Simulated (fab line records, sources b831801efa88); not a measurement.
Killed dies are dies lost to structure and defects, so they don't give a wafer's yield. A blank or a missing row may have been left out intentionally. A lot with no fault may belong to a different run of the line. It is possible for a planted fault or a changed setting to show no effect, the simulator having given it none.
Check for tools in common | flow sky130 | 10 lots, 33 wafers sampled

## WHAT PROMPTED THE OPENING
SKY_LDD_HVN_TW_MEAS_10, reading LDD_HVN_TW: flagged on 1 of 10 lots. No-fault wafers: 1447, standard deviation 13.
Rule: a lot is flagged when every wafer of it that has a number lies more than 4 standard deviations from that mean, or none has a number. The rest of the lots are taken to be sound.

lot  | measured     | on            | LDD_HVN_TW, wafer by wafer | flag
L577 | day 21 09:45 | film metro-04 | 1453 1445 1444             |
L579 | day 22 04:59 | film metro-02 | 1438 1435 1429             |
L581 | day 22 19:55 | film metro-02 | 30 30 30 30 30 30          | FLAGGED
L585 | day 25 08:09 | film metro-04 | 1472 1473 1467             |
L592 | day 25 19:29 | film metro-04 | 1466 1463 1465             |
L593 | day 26 01:51 | film metro-04 | 1456 1453 1453             |
L595 | day 27 01:35 | film metro-02 | 1434 1439 1439             |
L596 | day 27 04:35 | film metro-02 | 1440 1430 1441             |
L597 | day 27 06:59 | film metro-03 | 1460 1454 1458             |
L599 | day 28 02:16 | film metro-02 | 1434 1436 1433             |
Averaged over the flagged lots the numbers come to 30, -1417 from the usual (-99 or more standard deviations).

## WHICH TOOL EACH LOT WENT THROUGH
Before the reading, the record contains 4 process steps out of a 708-step route. Each cell gives the tool, then ch followed by the chambers the sampled wafers passed through, then the start.
lot  | flag    | SKY_GATE_OXIDE_STRIP_13              | SKY_POLY_GATE_ETCH_16              | SKY_LDD_P_STRIP_10                   | SKY_LDD_HVN_STRIP_09
L577 |         | plasma asher-04 ch 0,1, day 14 19:14 | rie diel-02 ch 0,2, day 17 10:56   | plasma asher-03 ch 0,1, day 20 02:35 | plasma asher-02 ch 1, day 21 09:38
L579 |         | plasma asher-01 ch 0,1, day 15 14:05 | rie diel-02 ch 1,2, day 18 04:14   | plasma asher-03 ch 0,1, day 20 22:32 | plasma asher-04 ch 0,1, day 22 04:53
L581 | FLAGGED | plasma asher-03 ch 0,1, day 15 23:59 | rie diel-02 ch 1,2, day 18 19:44   | plasma asher-03 ch 0,1, day 21 13:50 | plasma asher-04 ch 0,1, day 22 19:49
L585 |         | plasma asher-04 ch 0,1, day 18 14:00 | rie diel-04 ch 0,3, day 21 10:28   | plasma asher-01 ch 0,1, day 24 02:07 | plasma asher-01 ch 0,1, day 25 08:04
L592 |         | plasma asher-04 ch 0,1, day 19 01:34 | rie diel-02 ch 0,1,2, day 21 21:50 | plasma asher-01 ch 0,1, day 24 13:50 | plasma asher-02 ch 0,1, day 25 19:23
L593 |         | plasma asher-03 ch 0,1, day 19 12:56 | rie diel-01 ch 0,2,3, day 22 06:10 | plasma asher-03 ch 0,1, day 24 20:56 | plasma asher-01 ch 0,1, day 26 01:44
L595 |         | plasma asher-03 ch 0,1, day 20 11:47 | rie diel-04 ch 1,2, day 23 06:53   | plasma asher-01 ch 0,1, day 25 20:32 | plasma asher-04 ch 0,1, day 27 01:29
L596 |         | plasma asher-03 ch 0,1, day 20 13:37 | rie diel-02 ch 2,3, day 23 09:52   | plasma asher-04 ch 0,1, day 25 23:53 | plasma asher-04 ch 0,1, day 27 04:29
L597 |         | plasma asher-04 ch 0,1, day 20 18:55 | rie diel-04 ch 0,2, day 23 11:44   | plasma asher-04 ch 0,1, day 26 02:07 | plasma asher-02 ch 0,1, day 27 06:53
L599 |         | plasma asher-01 ch 0,1, day 21 11:09 | rie diel-04 ch 1,2, day 24 06:47   | plasma asher-01 ch 0,1, day 26 21:53 | plasma asher-04 ch 0,1, day 28 02:10
What the steps here do:
- SKY_GATE_OXIDE_STRIP_13: strips in O2/N2.
- SKY_POLY_GATE_ETCH_16: etches Si3N4 in CH3F/O2, stops on poly-Si, time 147.5 s, target depth 75 nm.
- SKY_LDD_P_STRIP_10: strips in O2/N2.
- SKY_LDD_HVN_STRIP_09: strips in O2/N2.
- SKY_LDD_HVN_TW_MEAS_10

## FLAGGED OVER TOTAL, TOOL BY TOOL (the gauges that took the reading come last)
step                    | tool            | lots run | flagged | share of the flagged lots | sound lots run after its first flagged lot
SKY_GATE_OXIDE_STRIP_13 | plasma asher-01 | 2        | 0       | none                      | -
SKY_GATE_OXIDE_STRIP_13 | plasma asher-03 | 4        | 1       | all                       | 3 (L593,L595,L596)
SKY_GATE_OXIDE_STRIP_13 | plasma asher-04 | 4        | 0       | none                      | -
SKY_POLY_GATE_ETCH_16   | rie diel-01     | 1        | 0       | none                      | -
SKY_POLY_GATE_ETCH_16   | rie diel-02     | 5        | 1       | all                       | 2 (L592,L596)
SKY_POLY_GATE_ETCH_16   | rie diel-04     | 4        | 0       | none                      | -
SKY_LDD_P_STRIP_10      | plasma asher-01 | 4        | 0       | none                      | -
SKY_LDD_P_STRIP_10      | plasma asher-03 | 4        | 1       | all                       | 1 (L593)
SKY_LDD_P_STRIP_10      | plasma asher-04 | 2        | 0       | none                      | -
SKY_LDD_HVN_STRIP_09    | plasma asher-01 | 2        | 0       | none                      | -
SKY_LDD_HVN_STRIP_09    | plasma asher-02 | 3        | 0       | none                      | -
SKY_LDD_HVN_STRIP_09    | plasma asher-04 | 5        | 1       | all                       | 3 (L595,L596,L599)
SKY_LDD_HVN_TW_MEAS_10  | film metro-02   | 5        | 1       | all                       | 3 (L595,L596,L599)
SKY_LDD_HVN_TW_MEAS_10  | film metro-03   | 1        | 0       | none                      | -
SKY_LDD_HVN_TW_MEAS_10  | film metro-04   | 4        | 0       | none                      | -

## WHAT THE TABLE PERMITS
5 rows of the table ran every flagged lot: plasma asher-03 at SKY_GATE_OXIDE_STRIP_13, rie diel-02 at SKY_POLY_GATE_ETCH_16, plasma asher-03 at SKY_LDD_P_STRIP_10, plasma asher-04 at SKY_LDD_HVN_STRIP_09, film metro-02 at SKY_LDD_HVN_TW_MEAS_10.
- plasma asher-03 at SKY_GATE_OXIDE_STRIP_13: 1 of its 4 lots flagged. Sound lots ran on it after the first flagged one (L593, L595, L596), which a lasting fault on the whole tool wouldn't allow.
- rie diel-02 at SKY_POLY_GATE_ETCH_16: 1 of its 5 lots flagged. Sound lots ran on it after the first flagged one (L592, L596), which a lasting fault on the whole tool wouldn't allow.
- plasma asher-03 at SKY_LDD_P_STRIP_10: 1 of its 4 lots flagged. Sound lots ran on it after the first flagged one (L593), which a lasting fault on the whole tool wouldn't allow. Its own readings lie more than 4 standard deviations out on every wafer of the flagged lots: oes product au.
- plasma asher-04 at SKY_LDD_HVN_STRIP_09: 1 of its 5 lots flagged. Sound lots ran on it after the first flagged one (L595, L596, L599), which a lasting fault on the whole tool wouldn't allow. Its own readings lie more than 4 standard deviations out on every wafer of the flagged lots: oes product au, strip time to endpoint s.
- film metro-02 at SKY_LDD_HVN_TW_MEAS_10: 1 of its 5 lots flagged. Sound lots ran on it after the first flagged one (L595, L596, L599), which a lasting fault on the whole tool wouldn't allow.
There is no row in the table that ran each flagged lot and no sound lot after the first.

## WHAT THE SIMULATOR HAD PUT IN
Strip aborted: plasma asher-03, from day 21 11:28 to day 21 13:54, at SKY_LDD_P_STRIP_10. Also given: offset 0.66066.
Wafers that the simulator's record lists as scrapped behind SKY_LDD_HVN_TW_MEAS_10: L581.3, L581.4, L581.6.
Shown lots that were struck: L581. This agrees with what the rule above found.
